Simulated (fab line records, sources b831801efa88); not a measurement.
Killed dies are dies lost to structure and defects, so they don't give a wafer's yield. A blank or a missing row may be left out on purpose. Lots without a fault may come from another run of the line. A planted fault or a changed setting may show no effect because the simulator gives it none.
A struck lot beside a sound one | flow sky130 | 14 steps out of a route of 708
Sound: wafers L886.1, L886.2, L886.3. Struck: wafers L882.1, L882.5, L882.6. The cause comes at the end.
At each step with rows: each side's tool, then ch and its chambers, then its first start. Under that, the readings that differ: sound wafers | struck wafers | difference of the means | sigmas: that difference in standard deviations of wafers without a fault.
alike: readings whose means differ by less than 2 such deviations, and words and numbers that are the same on both sides. not compared: withheld readings, readings that some wafer has no value for, bounds like >300 that may hide the same value, and numbers for which the record gives no deviation and whose values overlap.
The two part at a step that has a row with sigmas, a row that says differs or no value, or rows on one side only. Numbers that don't overlap but have no deviation are shown without sigmas and don't part them. A reading that every wafer of one side lacks parts them only if that side has two wafers or more.

SKY_METAL3_SPUTTER_04: material TiN, target thk 70 nm, time 58.3 s.
  sound on pvd_sputter-01, day 42 22:14; struck on pvd_sputter-01, day 42 04:51
  alike: throttle_valve_pct
SKY_CAPM_CVD_00: deposits SiO2, target thk 15.5 nm.
  sound on pecvd-01 ch 0,1,2, day 42 22:17; struck on pecvd-01 ch 1,2, day 42 04:54
  alike: heater_power_w
SKY_CAPM_THK_MEAS_01:
  sound on film_metro-04, day 42 22:18; struck on film_metro-04, day 42 04:55
  alike: CAPM_CVD_00_THK
SKY_CAPM_SPUTTER_02: material TiN, target thk 200 nm, time 166.7 s.
  sound on pvd_sputter-04, day 42 22:22; struck on pvd_sputter-02, day 42 04:59
  alike: throttle_valve_pct
SKY_CAPM_RS_MEAS_03: measures by four-point-probe.
  sound on film_metro-02, day 42 22:28; struck on film_metro-01, day 42 05:05
  alike: CAPM_TIN_RS
SKY_CAPM_THK_MEAS_04: measures by xrf.
  sound on film_metro-02, day 42 22:35; struck on film_metro-01, day 42 05:13
  alike: CAPM_TIN_THK
then, 6 steps without rows for these wafers: SKY_CAPM_DEHYDRATE_05 (time 60 s); SKY_CAPM_HMDS_06 (prime time 60 s); SKY_CAPM_COAT_07 (resist thk 1140 nm); SKY_CAPM_SOFTBAKE_08 (time 60 s); SKY_CAPM_EXPOSE_09 (exposes mask CAPM, target cd 1000 nm); SKY_CAPM_PEB_10.
SKY_CAPM_DEVELOP_11: develop time 60 s.
  sound on litho_track-04 ch 0, day 43 21:24; struck on litho_track-03, day 43 03:49
  no value came back on the struck wafers for chill_plate_temp_C (C), develop_time_s (s); on the sound wafers chill_plate_temp_C (C) reads 22.94 22.93 22.71
SKY_CAPM_OVL_MEAS_12:
  sound on overlay-01, day 43 21:33; struck on overlay-01, day 43 03:58
  reading       | sound          | struck | difference                    | sigmas
  CAPM_OVL (nm) | -1.8 -1.6 -2.3 | - - -  | no value on the struck wafers |

WHERE THEY PART
First at SKY_CAPM_DEVELOP_11; last, within this record, at SKY_CAPM_OVL_MEAS_12.

WHY: what the simulator had put in
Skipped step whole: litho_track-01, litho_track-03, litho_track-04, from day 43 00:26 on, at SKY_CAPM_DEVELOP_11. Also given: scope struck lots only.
